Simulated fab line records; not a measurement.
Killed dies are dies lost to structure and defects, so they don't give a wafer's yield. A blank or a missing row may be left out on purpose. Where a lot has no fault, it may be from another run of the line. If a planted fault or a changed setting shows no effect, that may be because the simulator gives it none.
The same fault as seen by 2 desks | flow sky130 | each desk has only its own numbers; what lay behind them comes last

## DESK OF THE TOOL OWNER: furnace-02
The tool's own readings at SKY_GATE_OXIDE_OXIDATION_01 (stabilise 600 s, purge 300 s, target thk 10.268 nm): means of the sampled wafers that have a number, for each lot that ran on this tool. A lot is out of limits, marked OUT, if its mean lies more than 4 standard deviations from the usual mean; the brackets give that distance.
Columns: A = spikeTcCentreC at SKY_GATE_OXIDE_OXIDATION_01, usual 900.0 C; B = zonePowerCentrePct at SKY_GATE_OXIDE_OXIDATION_01, usual 15.80 %; C = zonePowerLowerPct at SKY_GATE_OXIDE_OXIDATION_01, usual 18.9 %; D = zonePowerTopPct at SKY_GATE_OXIDE_OXIDATION_01, usual 33.3 %; E = zonePowerUpperPct at SKY_GATE_OXIDE_OXIDATION_01, usual 17.6 %
lot  | first seen here | A               | B               | C    | D    | E
L136 | day 14 07:14    | 900.9           | 15.95           | 20.3 | 33.3 | 18.2
L137 | day 14 16:28    | 922.1 (+22) OUT | 22.88 (+39) OUT | 15.3 | 33.8 | 13.9 (-7.6) OUT
L138 | day 15 01:14    | 923.8 (+24) OUT | 23.08 (+40) OUT | 15.4 | 33.9 | 13.9 (-7.6) OUT
L149 | day 19 03:12    | 900.0           | 15.89           | 20.0 | 33.1 | 18.2
L151 | day 19 15:53    | 900.5           | 16.16           | 20.2 | 33.3 | 18.4
L154 | day 21 01:59    | 899.9           | 15.89           | 20.1 | 33.4 | 18.3
This desk finds L137, L138 out of limits, L137 being first, at day 14 16:28 (spikeTcCentreC at SKY_GATE_OXIDE_OXIDATION_01). L136, L149, L151, L154 stayed within limits.

## METROLOGY DESK
What the gauges read for every lot (on any tool): the sampled wafers with a number, averaged. A lot is out of limits, marked OUT, if its mean lies more than 4 standard deviations from the usual mean; the brackets give that distance.
Columns: A = VT_ADJUST_LVTN_01_OVL at SKY_VT_ADJUST_LVTN_OVL_MEAS_18, usual 0.2 nm; B = VT_ADJUST_PCH_TW at SKY_VT_ADJUST_PCH_TW_MEAS_10, usual 143.6; C = GATE_OXIDE_OXIDATION_00_THK at SKY_GATE_OXIDE_THK_MEAS_02, usual 10.26 nm; D = POLY_GATE_CVD_00_THK at SKY_POLY_GATE_THK_MEAS_01, usual 180.1 nm
lot  | first seen here | A    | B     | C                | D
L136 | day 8 10:25     | 0.4  | 142.0 | 10.22            | 181.4
L137 | day 9 05:13     | -0.8 | 142.6 | 10.50            | 181.6
L138 | day 9 13:24     | -0.3 | 142.4 | 11.53 (+6.0) OUT | 180.5
L139 | day 9 21:25     | -0.4 | 142.7 | 10.56            | 181.7
L145 | day 11 14:01    | -1.3 | 142.2 | 10.34            | 180.8
L146 | day 11 20:40    | 0.2  | 144.7 | 10.29            | 180.4
L147 | day 12 04:07    | -0.0 | 145.1 | 10.40            | 179.5
L148 | day 12 13:01    | 0.3  | 144.8 | 10.22            | 180.2
L149 | day 13 01:23    | 2.3  | 142.9 | 10.83            | 179.0
L150 | day 13 06:28    | 0.3  | 143.8 | 10.08            | 181.1
L151 | day 13 12:22    | 1.9  | 144.3 | 10.61            | 180.0
L154 | day 14 18:27    | 0.8  | 145.2 | 10.11            | 182.8
This desk's result: L138 out of limits, first on L138 (GATE_OXIDE_OXIDATION_00_THK at SKY_GATE_OXIDE_THK_MEAS_02), day 15 02:38. L136, L137, L139, L145, L146, L147, L148, L149, L150, L151, L154 stayed within limits.

## PUT TOGETHER
At day 14 16:28, on L137, L138, the tool owner's desk was in a position to raise an alarm.
Metrology desk: alarm possible at day 15 02:38 on L138.
The metrology desk has L137 on record, within its limits.
Of the lots named, all ran SKY_GATE_OXIDE_OXIDATION_01 on furnace-02.

## WHAT THE SIMULATOR PUT IN
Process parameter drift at SKY_GATE_OXIDE_OXIDATION_01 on furnace-02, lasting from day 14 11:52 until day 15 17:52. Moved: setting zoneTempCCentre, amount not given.
Lots struck among those shown: L137, L138.
Hours from the fault's start to each desk's first reading out of limits: the tool owner's desk, 5; the metrology desk, 15.
